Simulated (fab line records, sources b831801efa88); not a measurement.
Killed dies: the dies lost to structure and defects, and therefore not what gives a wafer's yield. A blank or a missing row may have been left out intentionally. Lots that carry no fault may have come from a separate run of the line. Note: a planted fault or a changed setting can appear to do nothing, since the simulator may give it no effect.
fab line records + flow sky130
record
- lots=13
- wafers=39
- last_day=50
route steps=708 shown FIELD_ISO@28 DNWELL@43 POLY_GATE@205 SD_N@350 PAD_OPEN@708
lots untouched by any fault: they come from a run of this same line in which no faults occurred
start_h: the number of hours between the record's first day and the start of the first shown wafer of the lot + wait_h: time in hours since the lot's previous step + " same as the row above + L1.1+2: a row that stands for several wafers + - value missing, or start not given + * or withheld: withheld + < > ~ a bound
route shown NAME@n: NAME is a module with steps in the file, n the number in the route of the first one + usual: the fault-free wafers' mean and standard deviation + same: alike in all rows + chamber/n: place in a boat + sites: readings site by site + _std_site: the standard deviation of these + _edge_site: the outer-site mean with the inner-site mean subtracted + radius_mm: how far each site lies from the wafer's centre + mask NAME#n: copy n + behind: the most recent tool/chamber to have shaped the wafer + hold: why the lot went on hold/how many hours it stayed there/how the hold came to an end + device: transistor that didn't switch, given as n, p or np + end of line: tests of these same wafers at the route's end + step lacking rows: just its recipe + killed: dies lost to structure and defects at the first sort, not the wafer's yield + map: a wafer's dies, marking killed ones x, the rest . and places with no die _
set.NAME: the run value of the setting; set.NAME@STEP: its run value at that earlier step + model.NAME: the simulator's own value behind a step, which no gauge read
the route's steps for a sample of lots (tables are steps, rows are wafers)
services: from which hour (start_h, from the record's first day; less than 0 if before it) a tool's chamber was out of use, for how many hours, and why
## steps
# step SKY_FIELD_ISO_CMP_27
# recipe
- stop_on=Si3N4
- t_overpolish_s=16
- down_force_psi=4
- platen_rpm=60
- target_thk_nm=457.8
- pad_velocity_m_s=0.94248
# usual
- edge_zone_pressure_frac=1.002/0.0049
- head_pressure_psi=4.000/0.0087
- motor_current_A=12.4/1.1
- overpolish_run_s=16.000/0.0097
- retaining_ring_pressure_frac=1.000/0.0051
- time_to_endpoint_s=111/3.2
| lot.wafer | tool   | chamber | start_h | wait_h | edge_zone_pressure_frac | head_pressure_psi | motor_current_A | overpolish_run_s | retaining_ring_pressure_frac | time_to_endpoint_s |
|-----------|--------|---------|---------|--------|-------------------------|-------------------|-----------------|------------------|------------------------------|--------------------|
| L201.4    | cmp-01 | 1       | 36.54   | 0.0    | 1.001                   | 3.986             | 13.7            | 16.008           | 1.003                        | 111                |
| L201.2    | "      | 3       | "       | "      | 1.007                   | 3.989             | 11.4            | 15.997           | 0.986                        | 107                |
| L201.6    | "      | 2       | "       | "      | 1.003                   | 4.001             | 13.6            | 16.004           | 1.005                        | 112                |
| L202.2    | cmp-02 | 3       | 45.27   | 0.0    | 1.004                   | 4.007             | 13.1            | 16.004           | 0.996                        | 112                |
| L202.1    | "      | 1       | "       | "      | 1.005                   | 3.997             | 10.7            | 16.012           | 1.001                        | 114                |
| L202.6    | "      | 3       | "       | "      | 1.004                   | 4.006             | 13.2            | 16.007           | 1.001                        | 113                |
| L204.2    | cmp-02 | 2       | 53.36   | 0.0    | 1.007                   | 3.991             | 14.0            | 15.990           | 1.002                        | 115                |
| L204.4    | "      | 1       | "       | "      | 0.995                   | 3.992             | 11.2            | 15.989           | 0.995                        | 116                |
| L204.5    | "      | 3       | "       | "      | 1.004                   | 4.005             | 12.9            | 15.993           | 1.000                        | 110                |
| L210.2    | cmp-01 | 0       | 85.16   | 0.1    | -                       | -                 | -               | -                | -                            | -                  |
| L210.3    | "      | 1       | "       | "      | -                       | -                 | -               | -                | -                            | -                  |
| L210.4    | "      | 2       | "       | "      | -                       | -                 | -               | -                | -                            | -                  |
| L211.3    | cmp-02 | 3       | 89.68   | 0.1    | -                       | -                 | -               | -                | -                            | -                  |
| L211.4    | "      | 0       | "       | "      | -                       | -                 | -               | -                | -                            | -                  |
| L211.1    | "      | 1       | "       | "      | -                       | -                 | -               | -                | -                            | -                  |
| L212.2    | cmp-02 | 0       | 96.48   | 0.0    | -                       | -                 | -               | -                | -                            | -                  |
| L212.3    | "      | 2       | "       | "      | -                       | -                 | -               | -                | -                            | -                  |
| L212.5    | "      | 0       | "       | "      | -                       | -                 | -               | -                | -                            | -                  |
| L214.2    | cmp-01 | 1       | 105.94  | 0.0    | 1.012                   | 3.996             | 13.9            | 16.003           | 1.000                        | 112                |
| L214.4    | "      | 0       | "       | "      | 1.004                   | 3.996             | 11.4            | 15.987           | 1.001                        | 112                |
| L214.5    | "      | 1       | "       | "      | 1.008                   | 3.997             | 13.7            | 16.005           | 1.003                        | 112                |
| L215.2    | cmp-02 | 3       | 110.56  | 0.0    | 0.999                   | 4.010             | 13.0            | 15.994           | 1.003                        | 111                |
| L215.3    | "      | 2       | "       | "      | 0.992                   | 3.988             | 13.2            | 16.006           | 0.999                        | 112                |
| L215.6    | "      | 0       | "       | "      | 1.004                   | 4.003             | 12.4            | 16.018           | 1.007                        | 109                |
| L216.2    | cmp-01 | 3       | 117.50  | 0.0    | 1.001                   | 3.992             | 11.2            | 16.002           | 0.995                        | 115                |
| L216.3    | "      | 2       | "       | "      | 0.992                   | 4.001             | 13.9            | 15.998           | 0.995                        | 116                |
| L216.5    | "      | 3       | "       | "      | 1.005                   | 3.986             | 11.2            | 16.002           | 0.995                        | 114                |
| L217.3    | cmp-01 | 1       | 122.01  | 0.1    | 1.001                   | 4.005             | 14.1            | 16.011           | 1.001                        | 113                |
| L217.2    | "      | 2       | "       | "      | 1.003                   | 4.013             | 12.9            | 16.006           | 0.998                        | 111                |
| L217.5    | "      | 3       | "       | "      | 0.999                   | 3.994             | 10.7            | 15.994           | 1.000                        | 107                |
| L220.3    | cmp-02 | 3       | 140.26  | 0.0    | 1.003                   | 4.000             | 13.1            | 15.985           | 0.993                        | 107                |
| L220.4    | "      | 2       | "       | "      | 1.002                   | 3.998             | 12.8            | 15.988           | 1.003                        | 109                |
| L220.6    | "      | 0       | "       | "      | 1.002                   | 4.010             | 12.4            | 16.000           | 0.997                        | 109                |
| L223.4    | cmp-01 | 0       | 153.83  | 0.0    | 0.995                   | 4.001             | 11.3            | 15.989           | 1.001                        | 110                |
| L223.2    | "      | 2       | "       | "      | 1.007                   | 4.001             | 13.0            | 15.994           | 1.016                        | 114                |
| L223.6    | "      | 0       | "       | "      | 1.000                   | 4.004             | 11.4            | 16.012           | 1.000                        | 107                |
| L222.3    | cmp-02 | 1       | 153.88  | 0.1    | 1.005                   | 4.008             | 10.5            | 16.009           | 1.000                        | 110                |
| L222.6    | "      | 0       | "       | "      | 1.009                   | 3.998             | 11.5            | 15.998           | 0.990                        | 107                |
| L222.5    | "      | 1       | "       | "      | 0.995                   | 4.002             | 10.7            | 15.998           | 0.996                        | 109                |
# step SKY_DNWELL_STRIP_08
# recipe
- chemistry=O2/N2
- power_w=1400
- pressure_mtorr=1500
- platen_temp_c=withheld
- o2_flow_sccm=3000
- n2_flow_sccm=300
- overash_fraction=0.5
# usual
- drypump_motor_current_A=5.8/0.39
- oes_product_au=0.722/0.0048
- strip_time_to_endpoint_s=36.92/0.086
| lot.wafer | tool            | chamber | start_h | wait_h | drypump_motor_current_A | oes_product_au | rf_hours_counter_h | strip_time_to_endpoint_s |
|-----------|-----------------|---------|---------|--------|-------------------------|----------------|--------------------|--------------------------|
| L201.2    | plasma_asher-01 | 0       | 56.09   | 0.1    | 6.2                     | 0.718          | 23                 | 36.92                    |
| L201.4    | "               | 1       | "       | "      | 5.5                     | 0.718          | -                  | 36.87                    |
| L201.6    | "               | 1       | "       | "      | 5.5                     | 0.720          | -                  | 36.72                    |
| L202.1    | plasma_asher-01 | 1       | 63.77   | 0.2    | 5.5                     | 0.723          | 24                 | 37.02                    |
| L202.2    | "               | 0       | "       | "      | 6.2                     | 0.716          | 24                 | 36.88                    |
| L202.6    | "               | 1       | "       | "      | 5.6                     | 0.729          | -                  | 36.99                    |
| L204.2    | plasma_asher-02 | 0       | 72.64   | 0.1    | 5.8                     | 0.723          | 39                 | 36.91                    |
| L204.4    | "               | 0       | "       | "      | 5.8                     | 0.733          | -                  | 36.91                    |
| L204.5    | "               | 0       | "       | "      | 5.8                     | 0.725          | -                  | 36.97                    |
| L214.2    | plasma_asher-02 | 1       | 127.27  | 0.1    | 6.1                     | 0.719          | 1                  | 36.96                    |
| L214.4    | "               | 1       | "       | "      | 6.1                     | 0.725          | -                  | 37.02                    |
| L214.5    | "               | 1       | "       | "      | 6.1                     | 0.723          | -                  | 36.85                    |
| L215.2    | plasma_asher-04 | 1       | 131.57  | 0.1    | 4.9                     | 0.721          | 45                 | 36.99                    |
| L215.3    | "               | 1       | "       | "      | 5.0                     | 0.717          | -                  | 36.91                    |
| L215.6    | "               | 1       | "       | "      | 4.9                     | 0.721          | -                  | 36.95                    |
| L216.2    | plasma_asher-02 | 0       | 139.25  | 0.1    | 5.8                     | 0.721          | 2                  | 37.03                    |
| L216.3    | "               | 1       | "       | "      | 6.1                     | 0.732          | -                  | 37.02                    |
| L216.5    | "               | 0       | "       | "      | 5.8                     | 0.721          | -                  | 37.06                    |
| L217.2    | plasma_asher-04 | 1       | 144.27  | 0.1    | 4.9                     | 0.716          | 46                 | 36.91                    |
| L217.3    | "               | 0       | "       | "      | 5.9                     | 0.719          | -                  | 36.97                    |
| L217.5    | "               | 1       | "       | "      | 4.9                     | 0.717          | -                  | 36.92                    |
| L220.3    | plasma_asher-01 | 0       | 164.37  | 0.1    | 6.2                     | 0.727          | -                  | 36.90                    |
| L220.4    | "               | 1       | "       | "      | 5.6                     | 0.714          | -                  | 37.00                    |
| L220.6    | "               | 0       | "       | "      | 6.2                     | 0.723          | -                  | 36.93                    |
| L222.3    | plasma_asher-02 | 1       | 176.60  | 0.1    | 6.0                     | 0.721          | -                  | 37.02                    |
| L222.5    | "               | 0       | "       | "      | 5.8                     | 0.721          | -                  | 37.02                    |
| L222.6    | "               | 1       | "       | "      | 6.0                     | 0.725          | -                  | 36.96                    |
| L223.2    | plasma_asher-01 | 0       | 176.85  | 0.1    | 6.2                     | 0.716          | 35                 | 36.81                    |
| L223.4    | "               | 0       | "       | "      | 6.2                     | 0.721          | -                  | 36.91                    |
| L223.6    | "               | 1       | "       | "      | 5.6                     | 0.714          | -                  | 36.94                    |
# step SKY_POLY_GATE_THK_MEAS_01
# recipe
- reads=poly-Si_of_POLY_GATE_CVD_00
# usual
- POLY_GATE_CVD_00_THK=180.4/1.3
| lot.wafer | tool          | chamber | start_h | wait_h | POLY_GATE_CVD_00_THK[nm] |
|-----------|---------------|---------|---------|--------|--------------------------|
| L201.2    | film_metro-04 | -       | 314.53  | 0.0    | 179.3                    |
| L201.4    | "             | -       | "       | "      | 181.1                    |
| L201.6    | "             | -       | "       | "      | 181.5                    |
| L202.1    | film_metro-04 | -       | 325.54  | 0.0    | 181.3                    |
| L202.2    | "             | -       | "       | "      | 181.0                    |
| L202.6    | "             | -       | "       | "      | 181.6                    |
| L204.2    | film_metro-02 | -       | 341.23  | 0.0    | 178.4                    |
| L204.4    | "             | -       | "       | "      | 178.6                    |
| L204.5    | "             | -       | "       | "      | 178.4                    |
| L214.2    | film_metro-01 | -       | 434.74  | 0.0    | 179.4                    |
| L214.4    | "             | -       | "       | "      | 179.0                    |
| L214.5    | "             | -       | "       | "      | 179.4                    |
| L215.2    | film_metro-01 | -       | 444.89  | 0.0    | 183.6                    |
| L215.3    | "             | -       | "       | "      | 183.2                    |
| L215.6    | "             | -       | "       | "      | 182.5                    |
| L216.2    | film_metro-04 | -       | 452.78  | 0.0    | 180.0                    |
| L216.3    | "             | -       | "       | "      | 180.8                    |
| L216.5    | "             | -       | "       | "      | 182.0                    |
| L217.2    | film_metro-02 | -       | 456.29  | 0.0    | 179.6                    |
| L217.3    | "             | -       | "       | "      | 179.6                    |
| L217.5    | "             | -       | "       | "      | 178.6                    |
| L220.3    | film_metro-01 | -       | 490.49  | 0.0    | 179.8                    |
| L220.4    | "             | -       | "       | "      | 180.2                    |
| L220.6    | "             | -       | "       | "      | 180.1                    |
| L223.2    | film_metro-04 | -       | 508.85  | 0.0    | 179.7                    |
| L223.4    | "             | -       | "       | "      | 179.9                    |
| L223.6    | "             | -       | "       | "      | 180.6                    |
| L222.3    | film_metro-02 | -       | 508.86  | 0.0    | 179.5                    |
| L222.5    | "             | -       | "       | "      | 178.5                    |
| L222.6    | "             | -       | "       | "      | 180.7                    |
# step SKY_SD_N_OVL_MEAS_08
# usual
- SD_N_OVL=-0.5/1.4
| lot.wafer | tool       | chamber | start_h | wait_h | SD_N_OVL[nm] |
|-----------|------------|---------|---------|--------|--------------|
| L201.2    | overlay-02 | -       | 647.02  | 0.1    | -1.1         |
| L201.4    | "          | -       | "       | "      | -3.2         |
| L201.6    | "          | -       | "       | "      | -1.3         |
| L202.1    | overlay-01 | -       | 681.46  | 0.1    | 0.2          |
| L202.2    | "          | -       | "       | "      | -0.3         |
| L202.6    | "          | -       | "       | "      | -0.4         |
| L204.2    | overlay-01 | -       | 682.98  | 0.1    | 1.0          |
| L204.4    | "          | -       | "       | "      | -1.0         |
| L204.5    | "          | -       | "       | "      | 0.1          |
| L214.2    | overlay-02 | -       | 760.00  | 0.1    | 0.8          |
| L214.4    | "          | -       | "       | "      | 0.8          |
| L214.5    | "          | -       | "       | "      | -3.2         |
| L215.2    | overlay-01 | -       | 769.02  | 0.1    | 1.6          |
| L215.3    | "          | -       | "       | "      | 0.2          |
| L215.6    | "          | -       | "       | "      | 0.7          |
| L216.2    | overlay-02 | -       | 776.85  | 0.1    | -0.1         |
| L216.3    | "          | -       | "       | "      | -1.3         |
| L216.5    | "          | -       | "       | "      | 0.1          |
| L217.2    | overlay-01 | -       | 784.08  | 0.1    | -2.5         |
| L217.3    | "          | -       | "       | "      | -0.2         |
| L217.5    | "          | -       | "       | "      | -3.1         |
| L220.3    | overlay-01 | -       | 806.48  | 0.1    | -0.5         |
| L220.4    | "          | -       | "       | "      | 1.4          |
| L220.6    | "          | -       | "       | "      | 0.0          |
| L223.2    | overlay-01 | -       | 850.35  | 0.1    | -1.8         |
| L223.4    | "          | -       | "       | "      | -0.1         |
| L223.6    | "          | -       | "       | "      | -0.9         |
| L222.3    | overlay-02 | -       | 852.15  | 0.1    | 0.1          |
| L222.5    | "          | -       | "       | "      | 0.3          |
| L222.6    | "          | -       | "       | "      | -0.2         |
# step SKY_PAD_OPEN_PROBE_99
# usual
- killed_at_M0_to_M3=45/7.9
- killed_at_M4_up=2.9/1.8
- killed_at_contacts=25/5.5
- killed_at_front_end=16/4.4
- killed_at_other=0.3/0.58
- killed_dies=89/9.4
- killed_on_rim=18/3.9
- killed_open=49/6.8
- killed_short=40/6.3
# same
- gross_dies=492
- killed_at_back_side=0
| lot.wafer | tool      | chamber | start_h | wait_h | killed_at_M0_to_M3 | killed_at_M4_up | killed_at_contacts | killed_at_front_end | killed_at_other | killed_dies | killed_on_rim | killed_open | killed_short |
|-----------|-----------|---------|---------|--------|--------------------|-----------------|--------------------|---------------------|-----------------|-------------|---------------|-------------|--------------|
| L210.2    | prober-02 | -       | 1130.85 | 0.1    | 46                 | 2               | 26                 | 418                 | 0               | 492         | 96            | 43          | 43           |
| L210.3    | prober-02 | -       | 1130.90 | 0.2    | 39                 | 1               | 28                 | 424                 | 0               | 492         | 96            | 52          | 27           |
| L210.4    | prober-02 | -       | 1130.95 | 0.2    | 27                 | 4               | 33                 | 428                 | 0               | 492         | 96            | 45          | 35           |
| L211.1    | prober-02 | -       | 1137.76 | 0.1    | 45                 | 2               | 25                 | 420                 | 0               | 492         | 96            | 54          | 34           |
| L211.3    | prober-02 | -       | 1137.86 | 0.2    | 36                 | 4               | 29                 | 423                 | 0               | 492         | 96            | 53          | 32           |
| L211.4    | prober-02 | -       | 1137.91 | 0.2    | 48                 | 1               | 23                 | 420                 | 0               | 492         | 96            | 51          | 38           |
| L212.2    | prober-02 | -       | 1139.31 | 0.1    | 38                 | 1               | 25                 | 428                 | 0               | 492         | 96            | 55          | 31           |
| L212.3    | prober-02 | -       | 1139.36 | 0.2    | 38                 | 1               | 32                 | 421                 | 0               | 492         | 96            | 47          | 45           |
| L212.5    | prober-02 | -       | 1139.46 | 0.2    | 38                 | 3               | 25                 | 426                 | 0               | 492         | 96            | 43          | 39           |
# killed by level:class
L210.2 FIELD_ISO:area_cmp=405 VIA1:geometric_particle:open=9 VIA3:geometric_particle:open=9 CONTACT:geometric_particle:open=8 CONTACT:geometric_particle:short=7 VIA1:geometric_particle:short=7 METAL2:geometric_particle:short=7 LI_CONTACT:geometric_particle:open=5
L210.3 FIELD_ISO:area_cmp=413 CONTACT:geometric_particle:open=14 VIA1:geometric_particle:open=10 VIA3:geometric_particle:open=7 LI_CONTACT:geometric_particle:open=6 METAL2:geometric_particle:short=5 CONTACT:geometric_particle:short=4 VIA2:geometric_particle:open=4
L210.4 FIELD_ISO:area_cmp=412 CONTACT:geometric_particle:open=11 LI_CONTACT:geometric_particle:open=8 VIA1:geometric_particle:open=7 VIA2:geometric_particle:open=6 FIELD_ISO:geometric_particle:short=5 LOCAL_INTERCONNECT:geometric_particle:short=5 CONTACT:geometric_particle:short=5
L211.1 FIELD_ISO:area_cmp=404 VIA1:geometric_particle:open=15 CONTACT:geometric_particle:open=12 VIA1:geometric_particle:short=8 VIA3:geometric_particle:open=7 LI_CONTACT:geometric_particle:open=5 FIELD_ISO:geometric_particle:open=4 POLY_GATE:geometric_particle:open=4
L211.3 FIELD_ISO:area_cmp=407 CONTACT:geometric_particle:open=11 LI_CONTACT:geometric_particle:open=8 FIELD_ISO:geometric_particle:open=7 CONTACT:geometric_particle:short=7 VIA1:geometric_particle:short=6 VIA1:geometric_particle:open=6 VIA2:geometric_particle:open=6
L211.4 FIELD_ISO:area_cmp=403 VIA1:geometric_particle:open=11 VIA2:geometric_particle:open=8 LI_CONTACT:geometric_particle:open=8 VIA1:geometric_particle:short=8 FIELD_ISO:geometric_particle:open=5 CONTACT:geometric_particle:open=5 VIA3:geometric_particle:open=5
L212.2 FIELD_ISO:area_cmp=406 CONTACT:geometric_particle:open=13 VIA1:geometric_particle:open=10 FIELD_ISO:geometric_particle:open=7 VIA2:geometric_particle:open=7 METAL1:geometric_particle:short=5 LI_CONTACT:geometric_particle:short=5 POLY_GATE:geometric_particle:open=5
L212.3 FIELD_ISO:area_cmp=400 LI_CONTACT:geometric_particle:open=13 CONTACT:geometric_particle:open=9 VIA3:geometric_particle:open=7 VIA2:geometric_particle:open=6 POLY_GATE:geometric_particle:short=5 POLY_GATE:geometric_particle:open=5 LOCAL_INTERCONNECT:geometric_particle:short=5
L212.5 FIELD_ISO:area_cmp=410 LI_CONTACT:geometric_particle:open=8 VIA2:geometric_particle:open=6 LI_CONTACT:geometric_particle:short=5 CONTACT:geometric_particle:open=5 METAL1:geometric_particle:short=5 VIA1:geometric_particle:open=5 FIELD_ISO:geometric_particle:open=4
## services
| tool            | chamber | start_h | hours | kind                           |
|-----------------|---------|---------|-------|--------------------------------|
| cmp-01          | -       | 38.52   | 5.2   | repair                         |
| plasma_asher-02 | -       | 50.92   | 12.2  | repair                         |
| cmp-01          | -       | 57.99   | 4.9   | pm                             |
| plasma_asher-04 | -       | 62.36   | 23.2  | repair                         |
| plasma_asher-02 | -       | 63.09   | 2.8   | pm                             |
| cmp-02          | -       | 65.24   | 4.0   | pm                             |
| cmp-02          | -       | 69.24   | -     | consumable_replace:conditioner |
| cmp-02          | -       | 69.24   | -     | consumable_replace:pad         |
| cmp-02          | -       | 79.00   | 5.2   | pm                             |
| cmp-02          | -       | 85.07   | 0.4   | repair                         |
| plasma_asher-02 | -       | 108.75  | 9.0   | pm                             |
| plasma_asher-02 | 0       | 108.75  | 9.0   | vent_cycle                     |
| plasma_asher-02 | 1       | 108.75  | 9.0   | vent_cycle                     |
| cmp-01          | -       | 114.09  | 2.4   | repair                         |
| plasma_asher-02 | 0       | 117.75  | -     | clean                          |
| plasma_asher-02 | 1       | 117.75  | -     | clean                          |
| cmp-01          | -       | 123.50  | 1.3   | repair                         |
| plasma_asher-02 | -       | 137.03  | 0.9   | repair                         |
| plasma_asher-01 | -       | 143.17  | 5.7   | repair                         |
| plasma_asher-01 | -       | 149.24  | 7.1   | repair                         |
| cmp-01          | -       | 155.74  | 6.2   | pm                             |
| cmp-01          | -       | 170.16  | 7.8   | repair                         |
## key
first_sign
- step=SKY_FIELD_ISO_CMP_27
- reading=tool_record
- direction=missing
effect
- step=SKY_PAD_OPEN_PROBE_99
- reading=killed_at_front_end
- direction=up
- sigmas=94
- usual=16
- struck=423
more_kills_born_at
- SKY_FIELD_ISO_CMP_27@cmp-02=2430
- SKY_FIELD_ISO_CMP_27@cmp-01=1230
met_at SKY_FIELD_ISO_CMP_27
struck_lots L210,L211,L212
later_rows_left_out L210.2,L210.3,L210.4,L211.1,L211.3,L211.4,L212.2,L212.3,L212.5
tester_left_out L210,L211,L212
not_acting_at SKY_DNWELL_STRIP_08,SKY_POLY_GATE_THK_MEAS_01,SKY_SD_N_OVL_MEAS_08
onset_between 53.36 85.16
fault
- kind=skipped_step_whole
- tool=cmp-01,cmp-02
- chamber=-
- onset_h=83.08
- steps=SKY_FIELD_ISO_CMP_27
- scope=struck_lots_only
# tester_left_out: of these lots the tester's yield and bins aren't shown, on N5 and GAA mostly nor the transistor test; their killed dies are dies lost to structure and defects alone, not to doping, threshold or leakage, so they don't give the yield
# later_rows_left_out: the simulator's readings of these wafers behind a module that went badly wrong aren't trusted and aren't shown, but for the sort
